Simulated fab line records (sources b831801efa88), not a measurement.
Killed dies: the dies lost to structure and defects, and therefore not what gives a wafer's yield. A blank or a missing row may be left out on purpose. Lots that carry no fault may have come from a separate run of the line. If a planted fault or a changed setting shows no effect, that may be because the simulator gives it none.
Chamber matching || flow gf180mcu || GF_V5_ETCH_16 on rie diel-01: 4 sister chambers
The step etches BARC in N2/H2. 4 wafers are shown with their chamber, then 10 later ones without.

EACH WAFER AND ITS CHAMBER
{"wafer": "L090.1", "chamber": 2, "drypump motor current A (A)": 5.4}
{"wafer": "L090.2", "chamber": 3, "drypump motor current A (A)": 6.1}
{"wafer": "L092.1", "chamber": 0, "drypump motor current A (A)": 6.3}
{"wafer": "L092.2", "chamber": 1, "drypump motor current A (A)": 4.9}

WAFERS MISSING THEIR CHAMBER
{"wafer": "L092.3", "drypump motor current A (A)": 6.2}
{"wafer": "L092.4", "drypump motor current A (A)": 5.4}
{"wafer": "L092.5", "drypump motor current A (A)": 6.2}
{"wafer": "L092.6", "drypump motor current A (A)": 6.4}
{"wafer": "L093.2", "drypump motor current A (A)": 5.4}
{"wafer": "L093.3", "drypump motor current A (A)": 4.9}
{"wafer": "L093.5", "drypump motor current A (A)": 4.9}
{"wafer": "L094.2", "drypump motor current A (A)": 6.1}
{"wafer": "L094.3", "drypump motor current A (A)": 5.4}
{"wafer": "L094.6", "drypump motor current A (A)": 6.3}

WHICH CHAMBER EACH ONE RAN IN
{"wafer": "L092.3", "from the rows above": "can't be placed: 0 or 3", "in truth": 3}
{"wafer": "L092.4", "from the rows above": 2, "in truth": 2}
{"wafer": "L092.5", "from the rows above": "can't be placed: 0 or 3", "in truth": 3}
{"wafer": "L092.6", "from the rows above": 0, "in truth": 0}
{"wafer": "L093.2", "from the rows above": 2, "in truth": 2}
{"wafer": "L093.3", "from the rows above": 1, "in truth": 1}
{"wafer": "L093.5", "from the rows above": 1, "in truth": 1}
{"wafer": "L094.2", "from the rows above": 3, "in truth": 3}
{"wafer": "L094.3", "from the rows above": 2, "in truth": 2}
{"wafer": "L094.6", "from the rows above": 0, "in truth": 0}
8 of 10 placed correctly. Unplaceable from these rows: 2, with the true chamber sitting among the candidates in 2. Placed wrongly: 0.
How it was worked out, from the rows above alone: a wafer's distance from a chamber is the root of the sum, over the readings, of the square of ((its reading less the chamber's mean) divided by the reading's scatter). If the next closest chamber is less than 2 further off than the closest, the wafer can't be placed; otherwise it belongs to the closest. The mean given for a chamber averages the wafers shown for that chamber. The scatter: root of mean squared gap, hidden wafer to nearest shown wafer, with one shown wafer a chamber.
